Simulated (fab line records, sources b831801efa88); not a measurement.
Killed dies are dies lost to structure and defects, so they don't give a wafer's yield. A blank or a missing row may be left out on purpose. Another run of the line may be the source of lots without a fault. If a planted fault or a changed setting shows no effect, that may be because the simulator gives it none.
Chamber matching	flow sky130	rie_diel-01 running SKY_FIELD_ISO_ETCH_14: 4 sister chambers
The step etches BARC in N2/H2, stops on SiO2, time 45.9 s, target depth 60 nm. 14 wafers are shown with their chamber, then 6 later ones without.

WAFERS, EACH WITH ITS CHAMBER
wafer	chamber	drypump_motor_current_A (A)	oes_product_au (a.u.)	n2_flow_sccm (sccm)
L556.1	1	4.6	0.857	100.1
L556.3	3	5.4	0.851	100.4
L556.6	2	5.9	0.851	99.9
L559.1	2	5.8	0.857	100.1
L559.2	3	5.4	0.855	99.8
L559.3	1	4.7	0.858	99.9
L560.2	0	5.6	0.855	99.8
L560.5	3	5.4	0.856	100.1
L560.6	2	5.9	0.850	100.2
L561.2	2	5.9	0.851	100.5
L561.5	0	5.6	0.861	100.1
L561.6	1	4.6	0.855	100.6
L565.2	1	4.7	0.855	99.5
L565.5	1	4.6	0.854	99.6

SIGNATURES (means of the wafers above)
reading	chamber 0	chamber 1	chamber 2	chamber 3	scatter within a chamber
drypump_motor_current_A	5.600	4.640	5.875	5.400	0.0442
oes_product_au	0.85800	0.85580	0.85225	0.85400	0.00271
n2_flow_sccm	99.950	99.940	100.175	100.100	0.344
Rule: distance of a wafer from a chamber = root of the sum over the readings of ((wafer's reading minus chamber's mean) / reading's scatter) squared. The wafer belongs to the nearest chamber; if the next one is less than 2 further off, it can't be placed. How the scatter is found: for the shown wafers, subtract from each reading the mean of its chamber, square and add these, divide the total by (wafers less chambers), then take the root.

WAFERS WITH NO CHAMBER GIVEN
wafer	drypump_motor_current_A (A)	oes_product_au (a.u.)	n2_flow_sccm (sccm)
L570.2	4.7	0.858	99.9
L570.3	5.4	0.856	100.0
L570.5	4.6	0.857	99.9
L571.2	5.6	0.849	100.5
L571.3	5.4	0.857	99.7
L571.5	4.6	0.853	99.7

WHICH CHAMBER EACH WENT THROUGH
wafer	from the rows above	in truth
L570.2	1	1
L570.3	3	3
L570.5	1	1
L571.2	can't be placed: 0 or 3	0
L571.3	3	3
L571.5	1	1
5 of 6 placed correctly. Cannot be placed on the basis of these rows: 1; the candidates contain the true chamber in 1. Wrongly placed: 0.
